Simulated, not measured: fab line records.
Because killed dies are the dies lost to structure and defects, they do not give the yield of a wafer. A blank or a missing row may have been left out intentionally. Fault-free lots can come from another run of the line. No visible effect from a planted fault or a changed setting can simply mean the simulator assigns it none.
Problem report, 8D (eight disciplines) form, completed by code -- flow gf180mcu -- the parts of the form that need people (team, actions taken, sign-off) are left out

== 1. WHAT IS WRONG ==
STI_CVD_03_THK at GF_STI_THK_MEAS_04 reads a mean of 175.2 nm on 3 wafers of 1 lot; wafers without a fault read 208.2 nm with a standard deviation of 1.8. Relative to the usual mean, that is a shift of -18 standard deviations.
Earliest sighting: wafer L339.1 on film metro-04 at day 4 16:34. The record holds 33 wafers of 11 lots with a number at this step. By rule, "out" or "out of limits" means more than 4 standard deviations away from the usual mean. Any other wafer with a number is counted as sound.

== 2. WHAT IT IS, AND WHAT IT ISN'T ==
question,is,is not
which readings at this step,STI_CVD_03_THK,-
which lots,L339,"L325, L326, L327, L329, L330, L331, L332, L333, L344, L347"
which wafers of those lots,all that have a number,-
read on which gauges,film metro-04,"film metro-01, film metro-02"
when,from day 4 16:34,"up to then (24 sound wafers); but 6 sound wafers of L344, L347 came after"

== 3. WHAT RULES OUT EACH SUSPECT ==
Counting: a tool stays on the suspect list if, at a process step up to the reading, it processed all lots that are out and no sound lot following the first of them.
- the gauge at GF_STI_THK_MEAS_04: ruled out. All the wafers that are out were read on film metro-04, but those of them that GF_STI_CVD_03 has rows for are out there too, on other tools.
- lpcvd-01 at GF_STI_CVD_03 (deposits Si3N4 from DCS/NH3, target thk 207.16 nm, time 3551 s): kept. It ran the lot that is out, L339 (day 4 14:34), and no sound lot after that; its last sound lot up to then is L333 (day 3 08:34). Its own spike tc centre C readings are out on those wafers.
Remaining after the count: lpcvd-01 at GF_STI_CVD_03.

== 4. THE CAUSE (what the simulator had put in) ==
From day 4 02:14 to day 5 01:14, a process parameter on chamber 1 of lpcvd-01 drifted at GF_STI_CVD_03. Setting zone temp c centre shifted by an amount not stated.
This tool alone remained once counting was done.

== 5. THE CHAIN OF EFFECTS, in route order ==
Each row: a reading whose mean over the struck wafers that have a number lies more than 3 standard deviations from the usual. Readings are gone through only where the record gives a usual standard deviation; hours: the median, over the lots, of the time from a lot's start at the first step in this table giving one to that lot's start at this step; sigmas: the change measured in usual standard deviations.
hours,step,reading,usual,on struck wafers,change,sigmas
0,GF_STI_CVD_03,spike tc centre C,770.2 C,747.6,-22.6,-16
0,GF_STI_CVD_03,spike tc upper C,770.5 C,774.4,+3.9,+3.0
0,GF_STI_CVD_03,zone power centre pct,14.3 %,7.5,-6.8,-3.8
2,GF_STI_THK_MEAS_04,STI_CVD_03_THK,208.2 nm,175.2,-33.0,-18
16,GF_STI_ETCH_13,oes product au,0.835 a.u.,0.760,-0.075,-12
Process steps it contains:
- GF_STI_CVD_03: deposits Si3N4 from DCS/NH3, target thk 207.16 nm, time 3551 s.
- GF_STI_ETCH_13: etches the open film in CHF3/O2, stops on Si, target depth 282.31 nm, time 112.9 s.
Later steps that measure or inspect, where all struck wafers having a row at the step show a number for every such reading and not one has moved that far: GF_VT_IMPLANT_OVL_MEAS_18.

== 6. HOW IT WOULD HAVE BEEN CAUGHT EARLIER ==
In this record the first reading out of limits at a measuring or inspecting step was taken at day 4 16:34, 14 hours after the fault began at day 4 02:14.
The tool's own readings at GF_STI_CVD_03 were out on every struck wafer that the step has a row for (spike tc centre C): an alarm limit on them would have fired on the first of those.
All the lots that are out (1) had begun GF_STI_CVD_03 on lpcvd-01 by day 4 16:34. Had the tool been put on hold then, not one of them would have been saved.
